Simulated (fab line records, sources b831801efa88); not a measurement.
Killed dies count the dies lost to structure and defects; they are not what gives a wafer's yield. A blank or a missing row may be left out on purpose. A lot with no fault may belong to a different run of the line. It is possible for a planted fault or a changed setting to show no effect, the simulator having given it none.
Chamber matching | flow gf180mcu | GF_PASSIVATION_CVD_00 on pecvd-03 has 3 sister chambers
The step deposits SiO2 from TEOS, target thk 1000 nm, time 111.95 s. 6 wafers are shown with their chamber, then 10 later ones without.

## WAFERS WITH THEIR CHAMBER
wafer  | chamber | heater power w (W)
L080.4 | 2       | 685
L081.3 | 0       | 592
L081.6 | 0       | 630
L083.3 | 2       | 640
L088.2 | 1       | 703
L088.4 | 1       | 735

## WAFERS WITH NO CHAMBER GIVEN
wafer  | heater power w (W)
L088.5 | 622
L094.1 | 627
L094.5 | 787
L094.6 | 669
L096.1 | 623
L096.2 | 645
L096.3 | 711
L096.4 | 518
L096.5 | 785
L096.6 | 519

## EACH ONE'S CHAMBER
wafer  | from the rows above          | in truth
L088.5 | can't be placed: 0 or 2      | 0
L094.1 | can't be placed: 0 or 2      | 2
L094.5 | 1                            | 1
L094.6 | can't be placed: 2 or 1 or 0 | 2
L096.1 | can't be placed: 0 or 2      | 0
L096.2 | can't be placed: 2 or 0      | 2
L096.3 | can't be placed: 1 or 2      | 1
L096.4 | can't be placed: 0 or 2      | 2
L096.5 | 1                            | 1
L096.6 | can't be placed: 0 or 2      | 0
2 of 10 placed correctly. Unplaceable from these rows: 8, with the true chamber sitting among the candidates in 8. Placed wrongly: 0.
How it was worked out, from the rows above alone: a wafer's distance from a chamber is the root of the sum, over the readings, of the square of ((its reading less the chamber's mean) divided by the reading's scatter). If the next closest chamber is less than 2 further off than the closest, the wafer can't be placed; otherwise it belongs to the closest. A chamber's mean is the mean of its shown wafers. The scatter: the root of (the sum of the squares of (reading less its chamber's mean) over the shown wafers, divided by (wafers less chambers)).
